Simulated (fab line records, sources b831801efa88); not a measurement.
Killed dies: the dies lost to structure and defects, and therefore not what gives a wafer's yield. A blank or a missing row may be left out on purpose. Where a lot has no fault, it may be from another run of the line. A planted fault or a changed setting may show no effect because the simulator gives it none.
Which of the tools did it? ; flow gf180mcu ; Sampling: 13 lots, 39 wafers, 4 of 602 route steps

== WHAT EACH GAUGE READ, for each wafer ==
GF_VT_IMPLANT_TW_MEAS_21. Usual: VT_IMPLANT_2_TW typically reads 1225, with standard deviation 16.
lot;measured;on;VT_IMPLANT_2_TW;flag
L125;day 6 06:11;film-metro-03;1248 1245 1245;
L128;day 6 22:37;film-metro-03;1242 1237 1237;
L129;day 7 09:14;film-metro-04;1201 1208 1211;
L132;day 8 01:16;film-metro-04;1209 1209 1206;
L133;day 8 11:08;film-metro-04;1207 1216 1206;
L134;day 8 16:55;film-metro-04;1213 1201 1209;
L135;day 8 21:56;film-metro-04;1209 1211 1209;
L137;day 9 09:38;film-metro-01;1223 1234 1221;
L142;day 10 23:01;film-metro-03;1119 1117 1118;OFF
L144;day 11 05:01;film-metro-03;1112 1116 1110;OFF
L145;day 11 13:40;film-metro-03;1244 1237 1247;
L148;day 12 07:07;film-metro-04;1207 1210 1202;
L147;day 12 07:43;film-metro-04;1206 1205 1198;

GF_POLY_GATE_THK_MEAS_01. Usual: POLY_GATE_CVD_00_THK typically reads 199.6 nm, with standard deviation 2.
lot;measured;on;POLY_GATE_CVD_00_THK (nm);flag
L125;day 8 11:28;film-metro-04;201.0 201.1 200.4;
L128;day 9 04:59;film-metro-04;195.8 195.3 195.3;
L129;day 9 17:13;film-metro-04;201.2 201.9 201.5;
L132;day 10 10:14;film-metro-04;201.1 200.9 200.7;
L133;day 10 21:33;film-metro-04;198.1 199.0 199.1;
L134;day 11 02:59;film-metro-04;196.3 196.5 195.4;
L135;day 11 10:32;film-metro-02;198.4 199.4 201.1;
L137;day 11 22:41;film-metro-04;200.8 200.1 201.9;
L142;day 13 13:11;film-metro-03;202.4 202.5 201.5;
L144;day 13 22:11;film-metro-02;201.2 199.5 199.3;
L145;day 14 07:31;film-metro-02;197.6 199.2 198.7;
L148;day 15 01:25;film-metro-03;200.1 200.3 199.2;
L147;day 15 03:13;film-metro-04;203.4 203.6 203.2;

GF_PSD_CD_MEAS_07: the cd target is 400 nm. Usual: cd-nm 399.0 nm, standard deviation 2.2.
lot;measured;on;cd-nm (nm);flag
L125;day 14 03:53;cd-sem-02;400.0 400.3 398.5;
L128;day 15 02:19;cd-sem-02;400.0 399.0 400.9;
L129;day 15 14:53;cd-sem-02;400.6 399.9 401.1;
L132;day 16 15:05;cd-sem-01;398.9 398.2 398.2;
L133;day 17 04:11;cd-sem-02;397.5 397.9 398.0;
L134;day 17 11:26;cd-sem-02;402.1 398.6 400.5;
L135;day 17 19:38;cd-sem-02;397.6 396.1 397.8;
L137;day 18 11:36;cd-sem-02;393.5 394.9 397.6;
L142;day 20 11:35;cd-sem-01;400.0 401.1 401.6;
L144;day 20 20:26;cd-sem-01;397.9 397.5 400.2;
L145;day 21 07:33;cd-sem-01;400.0 401.4 399.3;
L148;day 22 01:22;cd-sem-01;399.2 399.7 399.2;
L147;day 22 07:05;cd-sem-02;396.8 397.3 398.8;

== EACH LOT AND THE TOOL THAT RAN IT (in order: tool; ch and the chambers of the sampled wafers; start) ==
lot;GF_VT_IMPLANT_IMPLANT_19
L125;implanter-04 ch 0, day 6 05:58
L128;implanter-04 ch 0, day 6 22:23
L129;implanter-01 ch 0, day 7 09:01
L132;implanter-01 ch 0, day 8 01:02
L133;implanter-03 ch 0, day 8 10:55
L134;implanter-01 ch 0, day 8 16:40
L135;implanter-04 ch 0, day 8 21:43
L137;implanter-03 ch 0, day 9 09:26
L142;implanter-03 ch 0, day 10 22:46
L144;implanter-03 ch 0, day 11 04:47
L145;implanter-04 ch 0, day 11 13:26
L148;implanter-04 ch 0, day 12 06:52
L147;implanter-04 ch 0, day 12 07:28
- GF_VT_IMPLANT_IMPLANT_19

== WHAT THE TOOLS THEMSELVES READ (means of the sampled wafers that have a number; where no wafer has one, the mark that the record gives instead) ==
GF_VT_IMPLANT_IMPLANT_19. Usual: dose-ions-cm2 4.35e+12, standard deviation 5.3e+09; faraday-current-uA 24.6, standard deviation 0.5.
lot;tool;dose-ions-cm2;faraday-current-uA;flag
L125;implanter-04;4.35e+12;24.0;
L128;implanter-04;4.35e+12;24.6;
L129;implanter-01;4.35e+12;24.7;
L132;implanter-01;4.34e+12;24.2;
L133;implanter-03;4.35e+12;25.1;
L134;implanter-01;4.36e+12;24.5;
L135;implanter-04;4.36e+12;24.2;
L137;implanter-03;4.35e+12;24.6;
L142;implanter-03;3.11e+12;17.4;OFF
L144;implanter-03;3.11e+12;17.5;OFF
L145;implanter-04;4.34e+12;24.7;
L148;implanter-04;4.35e+12;25.0;
L147;implanter-04;4.35e+12;24.6;

== THE ANSWER, worked out from the rows above alone ==
Rule: take the mean of a lot's wafers that have a number; if it is more than 3 standard deviations from the usual mean, the lot is off. A lot without any number at a reading at which 4 lots or more have one is off too. The other lots that the step has rows for count as sound. Order of review: gauges by route order, followed by the tools' own readings, for which a lot's mean as printed above is used. The first step at which some lot is off is used, and at that step the reading that is off furthest; a lot without a number counts as furthest.
Off: at GF_VT_IMPLANT_TW_MEAS_21 (VT_IMPLANT_2_TW), L142, L144.
A tool fits if, at a process step before that reading, it ran every lot that is off, and no sound lot after the first of them. Not tried: the gauges at GF_VT_IMPLANT_TW_MEAS_21; whatever is off there is also off at GF_VT_IMPLANT_IMPLANT_19, on other tools, and gauge error can't account for it. One candidate fits, namely implanter-03 at GF_VT_IMPLANT_IMPLANT_19. A fault onset in the window from L137 (day 9 09:26, its last sound lot) to L142 (day 10 22:46, its first lot off) fits.
The tool's own readings at GF_VT_IMPLANT_IMPLANT_19 bear it out: on the lots that are off they differ by more than 5 times the standard deviation of the sound lots' means. dose-ions-cm2 reads 3.11e+12 there against 4.35e+12 on the sound lots; faraday-current-uA reads 17.4 there against 24.6 on the sound lots.

== WHAT THE SIMULATOR HAD INSERTED ==
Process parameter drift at GF_VT_IMPLANT_IMPLANT_19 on implanter-03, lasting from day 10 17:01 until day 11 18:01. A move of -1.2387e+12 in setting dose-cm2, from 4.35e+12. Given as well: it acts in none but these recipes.
Shown lots that were struck: L142, L144. The same result came from the rule above.
